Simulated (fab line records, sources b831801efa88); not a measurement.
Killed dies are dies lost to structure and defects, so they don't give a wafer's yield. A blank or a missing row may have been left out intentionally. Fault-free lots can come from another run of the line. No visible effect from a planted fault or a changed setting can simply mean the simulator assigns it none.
Which tool was responsible? | flow sky130 | Sampling: 6 lots, 16 wafers, 3 of 708 route steps

## WHAT THE GAUGES SHOWED, per wafer
SKY_FIELD_ISO_THK_MEAS_25.
lot  | measured    | on            | FIELD_ISO_CVD_24_THK (nm)
L781 | day 2 21:43 | film_metro-04 | 603 598 597
L784 | day 3 13:39 | film_metro-02 | 700 689
L786 | day 4 04:47 | film_metro-04 | 699 592
L796 | day 6 13:59 | film_metro-04 | 597 593 604
L798 | day 6 23:35 | film_metro-04 | 597 602 598
L800 | day 7 15:12 | film_metro-03 | 609 600 601

## WHICH TOOL RAN EACH LOT (tool, then ch and the chambers of the sampled wafers, then the start)
lot  | SKY_FIELD_ISO_ETCH_15             | SKY_FIELD_ISO_CVD_24
L781 | rie_diel-04 ch 1,2,3, day 2 19:55 | hdpcvd-01 ch 0,1,2, day 2 21:38
L784 | rie_diel-04 ch 1,3, day 3 10:54   | hdpcvd-02 ch 0,1, day 3 13:35
L786 | rie_diel-01 ch 0,3, day 4 00:44   | hdpcvd-02 ch 0, day 4 04:43
L796 | rie_diel-04 ch 0,1,2, day 6 06:03 | hdpcvd-02 ch 0,1, day 6 13:54
L798 | rie_diel-03 ch 0,1,2, day 6 16:27 | hdpcvd-02 ch 0,1, day 6 23:29
L800 | rie_diel-03 ch 0,2, day 7 07:39   | hdpcvd-02 ch 0,1,2, day 7 15:07
- SKY_FIELD_ISO_ETCH_15: etches the open film in CHF3/O2, stops on Si, target depth 180 nm, time 72 s.
- SKY_FIELD_ISO_CVD_24: deposits SiO2, target thk 595 nm, time 99.2 s.

## THE ANSWER, worked out from the rows above alone
Rule: usual is defined by the lots themselves. The widest of any qualifying gaps counts: lots, ordered by their means at a reading, are off when they make up no more than a third of the lots, leave a main group of 4 or more, and stand apart from it by 3 or more times the standard deviation of that group's means. The tables above print the reading to a certain number of digits; a main group whose means all agree to those digits is not used. Also off: a lot with no number at a reading for which 4 or more lots have one. The other lots that the step has rows for count as sound.
Off: L784, L786, at SKY_FIELD_ISO_THK_MEAS_25 (FIELD_ISO_CVD_24_THK). Main group: mean 600 nm, sd 2.
A tool fits if, at a process step before that reading, it ran every lot that is off, and no sound lot after the first of them. Gauges at SKY_FIELD_ISO_THK_MEAS_25: tried the same way as those tools. Not one of the candidates tried fits.

## WHAT THE SIMULATOR PUT IN
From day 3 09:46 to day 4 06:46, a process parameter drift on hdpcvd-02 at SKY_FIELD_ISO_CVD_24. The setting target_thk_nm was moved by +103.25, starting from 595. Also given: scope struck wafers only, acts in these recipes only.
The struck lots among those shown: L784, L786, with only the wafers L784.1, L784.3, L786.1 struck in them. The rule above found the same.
